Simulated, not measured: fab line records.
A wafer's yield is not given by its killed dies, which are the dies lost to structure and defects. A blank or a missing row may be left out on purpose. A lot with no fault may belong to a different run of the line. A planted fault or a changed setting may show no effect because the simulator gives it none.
The tool behind it: which one? + flow gf180mcu + 18 wafers from 6 lots sampled at 2 of the route's 602 steps

WHAT THE GAUGES SHOWED, per wafer
GF_TOP_METAL_RS_MEAS_05: measures by four-point-probe.
| lot  | measured     | on           | TOP_METAL_ALCU_RS (ohm/sq) |
|------|--------------|--------------|----------------------------|
| L292 | day 27 18:53 | filmMetro-01 | 0.0325 0.0327 0.0326       |
| L298 | day 29 17:02 | filmMetro-02 | 0.0332 0.0332 0.0331       |
| L301 | day 30 09:38 | filmMetro-01 | 0.0331 0.0326 0.0330       |
| L307 | day 32 12:10 | filmMetro-02 | 0.0323 0.0323 0.0328       |
| L310 | day 33 05:17 | filmMetro-01 | 0.0327 0.0323 0.0330       |
| L312 | day 33 17:22 | filmMetro-01 | 0.0323 0.0325 0.0327       |

EACH LOT AND THE TOOL THAT RAN IT (in order: tool; ch and the chambers of the sampled wafers; start)
| lot  | GF_M3_METAL_ETCH_16              |
|------|----------------------------------|
| L292 | rieMetal-04 ch 0,1, day 21 21:37 |
| L298 | rieMetal-03 ch 0,1, day 24 06:16 |
| L301 | rieMetal-04 ch 0,1, day 25 00:53 |
| L307 | rieMetal-03 ch 0, day 27 12:19   |
| L310 | rieMetal-04 ch 0, day 28 08:34   |
| L312 | rieMetal-01 ch 0,1, day 28 23:25 |
- GF_M3_METAL_ETCH_16: etches the open film in Cl2/BCl3, stops on SiO2, target depth 627.5 nm, time 104.6 s.

THE ANSWER, worked out from the rows above alone
Rule: the lots themselves supply what counts as usual. Put in order of their means at a reading, lots are off if they are a third of the lots or fewer, leave a main group of 4 or more, and stand apart from it by a gap of 3 or more times the standard deviation of the main group's means; of several such gaps the widest counts. A main group is skipped when, at the precision printed for the reading in the tables above, its means are all equal. A lot without any number at a reading at which 4 lots or more have one is off too. Any other lot the step has rows for is counted as sound.
No lot is off on any of the readings shown, so nothing can be concluded from this.

WHAT THE SIMULATOR HAD PUT IN
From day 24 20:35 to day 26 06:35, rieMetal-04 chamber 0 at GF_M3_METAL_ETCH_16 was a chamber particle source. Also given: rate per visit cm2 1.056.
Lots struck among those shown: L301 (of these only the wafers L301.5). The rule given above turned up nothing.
